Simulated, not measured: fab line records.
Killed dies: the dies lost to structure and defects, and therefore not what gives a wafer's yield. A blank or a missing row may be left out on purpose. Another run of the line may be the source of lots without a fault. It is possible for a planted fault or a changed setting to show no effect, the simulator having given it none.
A lot that was struck, set against a sound lot :: flow sky130 :: 44 out of 708 route steps
Sound: the wafers L534.1, L534.3, L534.5. Struck: wafer L550.2; the same lot's L550.3 was not struck, so it is left out; see the end for the cause.
Each step with rows lists, per side, the tool, then ch with its chambers, then its first start. Under that, the readings that differ: sound wafers :: struck wafers :: difference of the means :: sigmas: that difference in standard deviations of wafers without a fault.
alike: a reading whose means differ by less than 2 such deviations, as well as words and numbers matching on both sides. not compared: withheld readings; readings where some wafer has no value; bounds like >300 that might hide an equal value; numbers whose values overlap and for which the record gives no deviation.
The two part at a step that has a row with sigmas, a row that says differs or no value, or rows on one side only. Non-overlapping numbers with no deviation appear without sigmas and do not part them. A reading that every wafer of one side lacks parts them only if that side has two wafers or more.

first, 1 step without rows for these wafers: SKY_VIA3_ETCH_15 (etches SiO2 in C4F8/O2/Ar, stops on TiN, target depth 507 nm, time 78 s).
SKY_VIA3_STRIP_16: strips in O2/N2.
  sound on plasma asher-04 ch 0,1, day 41 10:13; struck on plasma asher-02 ch 0, day 45 16:04
  alike: drypump motor current A, n2 flow sccm, oes product au, strip time to endpoint s
  not compared: rf hours counter h
then, 5 steps without rows for these wafers: SKY_VIA3_STRIP_17 (strips in post etch residue remover, time 1200 s); SKY_VIA3_CLEAN_18 (cleans in IPA, time 180 s); SKY_VIA3_CLEAN_19 (cleans in O3/DIW); SKY_VIA3_SPUTTER_20 (material TiN, target thk 20 nm, time 80 s); SKY_VIA3_CVD_21 (deposits W, target thk 390 nm, time 117.31 s).
SKY_VIA3_RS_MEAS_22: measurement is done with a four-point probe.
  struck on film metro-03, day 45 16:52; sound on film metro-04, day 41 11:01
  alike: VIA3_W_RS
  not compared: hold
SKY_VIA3_THK_MEAS_23: measures by xrf.
  struck on film metro-03, day 45 16:58; sound on film metro-04, day 41 11:08
  alike: VIA3_W_THK
  not compared: hold
then, 1 step without rows for these wafers: SKY_VIA3_CMP_24 (polishes, stops on SiO2, t overpolish 20 s, target thk 0 nm).
SKY_METAL4_SPUTTER_00: material Ti, target thk 15 nm, time 10 s.
  struck on pvd sputter-03, day 45 17:19; sound on pvd sputter-03, day 41 11:30
  alike: throttle valve pct
then, 1 step without rows for these wafers: SKY_METAL4_SPUTTER_01 (material TiN, target thk 20 nm, time 16.7 s).
SKY_METAL4_SPUTTER_02: material AlCu, target thk 735 nm, time 39.1 s.
  struck on pvd sputter-03, day 45 17:22; sound on pvd sputter-03, day 41 11:33
reading: model.AlCu_of_METAL4_SPUTTER_02.thk nm (nm)
sound: 729.9 735.3 735.3
struck: 875.9
difference: +142.4
sigmas: 
  alike: throttle valve pct
then, 2 steps without rows for these wafers: SKY_METAL4_SPUTTER_03 (material Ti, target thk 5 nm, time 3.3 s); SKY_METAL4_SPUTTER_04 (material TiN, target thk 70 nm, time 58.3 s).
SKY_CAP2M_CVD_00: deposits SiO2, target thk 15.5 nm.
  sound on pecvd-03 ch 1,2, day 41 11:39; struck on pecvd-03 ch 2, day 45 17:28
  alike: heater power w
SKY_CAP2M_THK_MEAS_01:
  struck on film metro-02, day 45 17:30; sound on film metro-01, day 41 11:40
  alike: CAP2M_CVD_00_THK
SKY_CAP2M_SPUTTER_02: material TiN, target thk 200 nm, time 166.7 s.
  struck on pvd sputter-04, day 45 17:33; sound on pvd sputter-02, day 41 11:44
  alike: throttle valve pct
SKY_CAP2M_RS_MEAS_03: measurement is done with a four-point probe.
  struck on film metro-01, day 45 17:41; sound on film metro-02, day 41 11:50
  alike: CAP2M_TIN_RS
SKY_CAP2M_THK_MEAS_04: measures by xrf.
  struck on film metro-01, day 45 17:47; sound on film metro-02, day 41 11:58
  alike: CAP2M_TIN_THK
then, 7 steps without rows for these wafers: SKY_CAP2M_DEHYDRATE_05 (time 60 s); SKY_CAP2M_HMDS_06 (prime time 60 s); SKY_CAP2M_COAT_07 (resist thk 1140 nm); SKY_CAP2M_SOFTBAKE_08 (time 60 s); SKY_CAP2M_EXPOSE_09 (exposes mask CAP2M, target cd 1000 nm); SKY_CAP2M_PEB_10; SKY_CAP2M_DEVELOP_11 (develop time 60 s).
SKY_CAP2M_OVL_MEAS_12:
  struck on overlay-01, day 46 14:26; sound on overlay-02, day 42 11:43
  alike: CAP2M_OVL
then, 1 step without rows for these wafers: SKY_CAP2M_METAL_ETCH_13 (etches TiN in Cl2/BCl3, stops on SiO2, target depth 220 nm, time 62.9 s).
SKY_CAP2M_STRIP_14: strips in O2/N2.
  sound on plasma asher-03 ch 0,1, day 42 11:50; struck on plasma asher-03 ch 1, day 46 14:32
  alike: drypump motor current A, n2 flow sccm, oes product au, strip time to endpoint s
  not compared: rf hours counter h
then, 11 steps without rows for these wafers: SKY_CAP2M_STRIP_15 (strips in post etch residue remover, time 1200 s); SKY_CAP2M_CLEAN_16 (cleans in IPA, time 180 s); SKY_CAP2M_CLEAN_17 (cleans in O3/DIW); SKY_METAL4_DEHYDRATE_05 (time 60 s); SKY_METAL4_HMDS_06 (prime time 60 s); SKY_METAL4_COAT_07 (resist thk 60 nm); SKY_METAL4_COAT_08 (resist thk 1140 nm); SKY_METAL4_SOFTBAKE_09 (time 90 s); SKY_METAL4_EXPOSE_10 (exposes mask MM4, target cd 300 nm); SKY_METAL4_PEB_11; SKY_METAL4_DEVELOP_12 (develop time 60 s).
SKY_METAL4_CD_MEAS_13: the cd target is 300 nm.
  struck on cd sem-02, day 47 11:34; sound on cd sem-01, day 43 10:53
  alike: cd nm
SKY_METAL4_METAL_ETCH_18: etches the open film in Cl2/BCl3, stops on SiO2, target depth 845 nm, time 183.1 s.
  sound on rie metal-04 ch 0, day 43 11:11; struck on rie metal-04 ch 0, day 47 11:55
reading: oes product au (a.u.)
sound: 0.859 0.867 0.864
struck: 0.955
difference: +0.092
sigmas: +13
  alike: drypump motor current A, throttle valve pct
  not compared: rf hours counter h
-- the record jumps here: 3 days lie between the struck wafers' starts before and after (it left off in module METAL4 and takes up again in module PAD_OPEN, whose first step shown is number 708 of the route) --
SKY_PAD_OPEN_PROBE_99:
  struck on prober-02, day 50 18:00; sound on prober-01, day 47 08:02
reading: hold
sound: - - -
struck: await dispo/4.9h/release
difference: no value on the sound wafers
sigmas: 

reading: model.etest.met4.line ohm um
sound: 0.1403 0.1411 0.1413
struck: 0.1193
difference: -0.0216
sigmas: 

reading: model.etest.met4.rs ohm sq
sound: 0.04315 0.04247 0.0426
struck: 0.03572
difference: -0.00702
sigmas: 
  alike: defect limited yield, killed_at_M0_to_M3, killed_at_M4_up, killed at contacts, killed at front end, killed at other, killed dies, killed open, killed short, sort_bin_3_pad_short, sort_bin_5_function, sort_bin_6_memory, sort n pass, sort yield pct

WHERE THEY PART
At SKY_METAL4_METAL_ETCH_18 first; at SKY_PAD_OPEN_PROBE_99 last (within this record only).

WHY: whatever the simulator had introduced
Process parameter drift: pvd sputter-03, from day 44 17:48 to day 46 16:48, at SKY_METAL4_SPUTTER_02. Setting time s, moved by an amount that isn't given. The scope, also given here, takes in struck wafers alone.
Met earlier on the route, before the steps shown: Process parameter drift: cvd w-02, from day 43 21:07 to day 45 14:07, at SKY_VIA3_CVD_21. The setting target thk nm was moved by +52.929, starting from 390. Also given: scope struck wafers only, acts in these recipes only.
